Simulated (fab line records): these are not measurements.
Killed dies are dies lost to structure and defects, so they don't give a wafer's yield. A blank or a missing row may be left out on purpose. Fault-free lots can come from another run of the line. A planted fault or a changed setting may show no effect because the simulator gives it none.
Chamber matching | flow gf180mcu | GF_V5_CMP_26 on cmp-01 has 4 sister chambers
The step polishes, stops on SiO2, t overpolish 15 s, target thk 0 nm. 18 wafers are shown with their chamber, then 9 later ones without.

## WAFERS WITH THEIR CHAMBER
wafer  | chamber | motor-current-A (A) | time-to-endpoint-s (s) | overpolish-run-s (s)
L990.1 | 1       | 14.2                | 90                     | 14.979
L990.2 | 0       | 11.1                | 92                     | 15.005
L990.4 | 2       | 10.8                | 87                     | 14.988
L991.1 | 2       | 11.5                | 84                     | 14.999
L991.2 | 1       | 15.0                | 91                     | 14.994
L991.3 | 0       | 10.9                | 90                     | 15.004
L993.2 | 2       | 11.6                | 82                     | 15.003
L993.3 | 1       | 14.3                | 91                     | 14.994
L993.5 | 1       | 14.2                | 86                     | 14.986
L994.3 | 0       | 11.9                | 90                     | 15.001
L994.4 | 3       | 12.0                | 94                     | 15.016
L994.5 | 1       | 14.9                | 89                     | 14.998
L997.3 | 0       | 11.5                | 96                     | 15.001
L997.4 | 2       | 11.2                | 84                     | 15.007
L997.5 | 2       | 10.5                | 89                     | 14.994
L998.1 | 2       | 10.9                | 83                     | 15.016
L998.2 | 1       | 14.9                | 87                     | 15.010
L998.6 | 2       | 11.4                | 86                     | 14.983

SIGNATURES (means of the wafers above)
reading            | chamber 0 | chamber 1 | chamber 2 | chamber 3 | scatter within a chamber
motor-current-A    | 11.350    | 14.583    | 11.129    | 12.000    | 0.408
time-to-endpoint-s | 92.00     | 89.00     | 85.00     | 94.00     | 2.42
overpolish-run-s   | 15.00275  | 14.99350  | 14.99857  | 15.01600  | 0.00979
Rule: a wafer's distance from a chamber is the root of the sum, over the readings, of the square of ((its reading less the chamber's mean) divided by the reading's scatter). The wafer belongs to the nearest chamber; if the next one is less than 2 further off, it can't be placed. How the scatter is found: for the shown wafers, subtract from each reading the mean of its chamber, square and add these, divide the total by (wafers less chambers), then take the root.

## WAFERS WITH NO CHAMBER GIVEN
wafer  | motor-current-A (A) | time-to-endpoint-s (s) | overpolish-run-s (s)
L100.2 | 15.0                | 91                     | 15.009
L100.3 | 12.5                | 96                     | 14.984
L100.5 | 10.8                | 88                     | 15.011
L103.1 | 12.2                | 94                     | 15.000
L103.2 | 14.9                | 91                     | 15.012
L103.4 | 11.2                | 84                     | 15.002
L112.1 | 10.8                | 84                     | 14.998
L112.5 | 14.0                | 94                     | 14.999
L112.6 | 11.9                | 89                     | 14.997

## WHICH CHAMBER EACH ONE RAN IN
wafer  | from the rows above          | in truth
L100.2 | 1                            | 1
L100.3 | can't be placed: 3 or 0      | 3
L100.5 | can't be placed: 2 or 0 or 3 | 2
L103.1 | can't be placed: 3 or 0      | 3
L103.2 | 1                            | 1
L103.4 | 2                            | 2
L112.1 | 2                            | 2
L112.5 | 1                            | 1
L112.6 | can't be placed: 0 or 2 or 3 | 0
Placed correctly: 5 of 9. Not placeable from these rows: 4 (in 4, the candidates include the true chamber). Placed wrongly: 0.
